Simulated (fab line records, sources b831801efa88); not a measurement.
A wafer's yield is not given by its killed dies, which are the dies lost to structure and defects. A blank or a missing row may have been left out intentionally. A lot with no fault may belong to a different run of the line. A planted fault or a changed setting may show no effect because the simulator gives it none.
A lot that was struck, set against a sound lot || flow sfq line || 42 steps out of a route of 325
Sound: the wafers L517.4, L517.5, L517.6. Struck: wafers L532.4, L532.5. (L532.2 of the same lot was not struck and is left out.) The cause comes at the end.
Order at every step that has rows: each side's tool, ch and its chambers, its first start. Under that, the readings that differ: sound wafers || struck wafers || difference of the means || sigmas: that difference in standard deviations of wafers without a fault.
alike: same words and numbers on both sides, and readings whose means sit less than 2 such deviations apart. not compared: any withheld reading, any reading some wafer has no value for, any bound like >300 that may hide the same value, and any number with overlapping values for which the record gives no deviation.
Wherever a step has rows on one side only, a row that says differs or no value, or a row with sigmas, the two part there. When numbers do not overlap yet have no deviation, they are printed without sigmas and do not part them. Lack of a reading on every wafer of one side parts them only where that side has two or more wafers.

first, 6 steps without rows for these wafers: SFQ_TRILAYER_I0_VIA_LITHO_COAT_036 (resist thk 62 nm); SFQ_TRILAYER_I0_VIA_LITHO_COAT_031 (resist thk 650 nm); SFQ_TRILAYER_I0_VIA_LITHO_SOFTBAKE_035; SFQ_TRILAYER_I0_VIA_LITHO_EXPOSE_032 (exposes mask I0, target cd 500 nm); SFQ_TRILAYER_I0_VIA_LITHO_PEB_034 (peb time 60 s); SFQ_TRILAYER_I0_VIA_LITHO_DEVELOP_033 (time 60 s).
SFQ_I0_OVL_MEAS_908:
  sound on overlay-01 at day 12 08:22; struck on overlay-01 at day 16 13:48
  alike: I0_OVL
then, 2 steps without rows for these wafers: SFQ_TRILAYER_I0_VIA_BARC_OPEN_VIA_ETCH_046 (etches BARC in O2, target depth 125 nm, time 41.7 s); SFQ_TRILAYER_I0_VIA_ETCH_VIA_ETCH_034 (etches SiO2 in CHF3, stops on Nb, target depth 260 nm).
SFQ_TRILAYER_I0_VIA_STRIP_STRIP_035: strips in O2.
  sound on rie metal-03 ch 0,1, day 12 08:44; struck on rie metal-03 ch 0,1, day 16 14:04
  alike: chamber pressure mTorr, drypump motor current A, oes product au
  not compared: rf hours counter h
then, 2 steps without rows for these wafers: SFQ_TRILAYER_I0_VIA_STRIP_SOLV_CLEAN_036 (cleans in NMP, time 600 s); SFQ_TRILAYER_M1_DEP_PRE_CLEAN_038 (time 22.5 s).
SFQ_TRILAYER_M1_DEP_SPUTTER_037: material Nb, target thk 200 nm, time 133.3 s.
  sound on pvd sputter-05 at day 12 09:20; struck on pvd sputter-03 at day 16 14:52
{"reading": "model.Nb_of_TRILAYER_M1_DEP_SPUTTER_037.thk nm (nm)", "sound": "202.2 201.7 201.8", "struck": "268.7 267.8", "difference": "+66.3", "sigmas": ""}
  alike: chamber pressure pa, throttle valve pct
SFQ_M1_RS_MEAS_909: measures by four-point-probe.
  sound on film metro-03 at day 12 09:29; struck on film metro-02 at day 16 14:58
{"reading": "M1_NB_RS (ohm/sq)", "sound": "0.880 0.883 0.879", "struck": "0.663 0.664", "difference": -0.217, "sigmas": -22}
then, 6 steps without rows for these wafers: SFQ_TRILAYER_M1_LITHO_COAT_044 (resist thk 62 nm); SFQ_TRILAYER_M1_LITHO_COAT_039 (resist thk 600 nm); SFQ_TRILAYER_M1_LITHO_SOFTBAKE_043; SFQ_TRILAYER_M1_LITHO_EXPOSE_040 (exposes mask M1, target cd 500 nm); SFQ_TRILAYER_M1_LITHO_PEB_042 (peb time 60 s); SFQ_TRILAYER_M1_LITHO_DEVELOP_041 (time 60 s).
-- the record jumps here: 5 days lie between the struck wafers' starts before and after --
SFQ_M1_OVL_MEAS_911:
  sound on overlay-02 at day 17 01:49; struck on overlay-02 at day 21 21:05
  alike: M1_OVL
SFQ_TRILAYER_M1_BARC_OPEN_METAL_ETCH_054: etches BARC in O2, target depth 125 nm, time 41.7 s.
  sound on rie metal-04 ch 0,1, day 17 01:51; struck on rie metal-02 ch 0, day 21 21:07
  alike: chamber pressure mTorr, drypump motor current A, oes product au
  not compared: rf hours counter h
SFQ_TRILAYER_M1_ETCH_METAL_ETCH_042: etches Nb in Cl2/Ar, stops on SiO2, target depth 240 nm, time 120 s.
  sound on rie metal-04 ch 0,1, day 17 01:58; struck on rie metal-02 ch 0, day 21 21:11
{"reading": "oes product au (a.u.)", "sound": "0.897 0.903 0.904", "struck": "0.989 0.996", "difference": "+0.091", "sigmas": "+13"}
  alike: chamber pressure mTorr, drypump motor current A
  not compared: rf hours counter h
then, 4 steps without rows for these wafers: SFQ_TRILAYER_M1_STRIP_STRIP_043 (strips in O2); SFQ_TRILAYER_M1_STRIP_SOLV_CLEAN_044 (cleans in NMP, time 600 s); SFQ_TRILAYER_I1_DEP_PECVD_045 (deposits SiO2 from SiH4/N2O, time 111.11 s, target thk 500 nm); SFQ_TRILAYER_I1_CMP_CMP_046 (polishes SiO2).
SFQ_I1_BOW_MEAS_912:
  sound on film metro-04 at day 17 18:07; struck on film metro-02 at day 22 07:29
  alike: I1_BOW
then, 7 steps without rows for these wafers: SFQ_TRILAYER_I1_METRO_MEASURE_047; SFQ_TRILAYER_I1_VIA_LITHO_COAT_054 (resist thk 62 nm); SFQ_TRILAYER_I1_VIA_LITHO_COAT_049 (resist thk 650 nm); SFQ_TRILAYER_I1_VIA_LITHO_SOFTBAKE_053; SFQ_TRILAYER_I1_VIA_LITHO_EXPOSE_050 (exposes mask I1, target cd 500 nm); SFQ_TRILAYER_I1_VIA_LITHO_PEB_052 (peb time 60 s); SFQ_TRILAYER_I1_VIA_LITHO_DEVELOP_051 (time 60 s).
SFQ_I1_OVL_MEAS_913:
  sound on overlay-02 at day 19 08:49; struck on overlay-02 at day 23 06:50
  alike: I1_OVL
SFQ_TRILAYER_I1_VIA_BARC_OPEN_VIA_ETCH_071: etches BARC in O2, target depth 125 nm, time 41.7 s.
  sound on rie diel-01 ch 0,3, day 19 08:50; struck on rie diel-04 ch 3, day 23 06:52
  alike: chamber pressure mTorr, drypump motor current A, oes product au
  not compared: rf hours counter h
SFQ_TRILAYER_I1_VIA_ETCH_VIA_ETCH_052: etches SiO2 in CHF3, stops on Nb, target depth 260 nm.
  sound on rie diel-01 ch 0,3, day 19 08:52; struck on rie diel-04 ch 3, day 23 06:55
  alike: chamber pressure mTorr, drypump motor current A, oes product au
SFQ_TRILAYER_I1_VIA_STRIP_STRIP_053: strips in O2.
  sound on rie metal-02 ch 0,1, day 19 09:11; struck on rie metal-03 ch 0,1, day 23 07:02
  alike: chamber pressure mTorr, drypump motor current A, oes product au
  not compared: rf hours counter h
then, 2 steps without rows for these wafers: SFQ_TRILAYER_I1_VIA_STRIP_SOLV_CLEAN_054 (cleans in NMP, time 600 s); SFQ_TRILAYER_M2_DEP_PRE_CLEAN_056 (time 22.5 s).
-- the record jumps here: 64 days lie between the struck wafers' starts before and after --
SFQ_M8_BOW_MEAS_951:
  sound on film metro-04 at day 84 05:31; struck on film metro-04 at day 87 10:38
{"reading": "model.etest.m1.comb log10 ohm", "sound": "12 12 12", "struck": "0 0", "difference": -12, "sigmas": ""}
{"reading": "model.etest.m1.ohm sq", "sound": "0.88 0.8823 0.8818", "struck": "0.6624 0.6645", "difference": -0.2179, "sigmas": ""}
  alike: M8_BOW

== WHERE THEY PART ==
First at SFQ_M1_RS_MEAS_909; last, within this record, at SFQ_TRILAYER_M1_ETCH_METAL_ETCH_042. Later steps at which nothing parts them and some readings are alike: SFQ_I1_BOW_MEAS_912, SFQ_I1_OVL_MEAS_913, SFQ_TRILAYER_I1_VIA_BARC_OPEN_VIA_ETCH_071, SFQ_TRILAYER_I1_VIA_ETCH_VIA_ETCH_052, SFQ_TRILAYER_I1_VIA_STRIP_STRIP_053, SFQ_M8_BOW_MEAS_951.

WHY: the cause the simulator had injected
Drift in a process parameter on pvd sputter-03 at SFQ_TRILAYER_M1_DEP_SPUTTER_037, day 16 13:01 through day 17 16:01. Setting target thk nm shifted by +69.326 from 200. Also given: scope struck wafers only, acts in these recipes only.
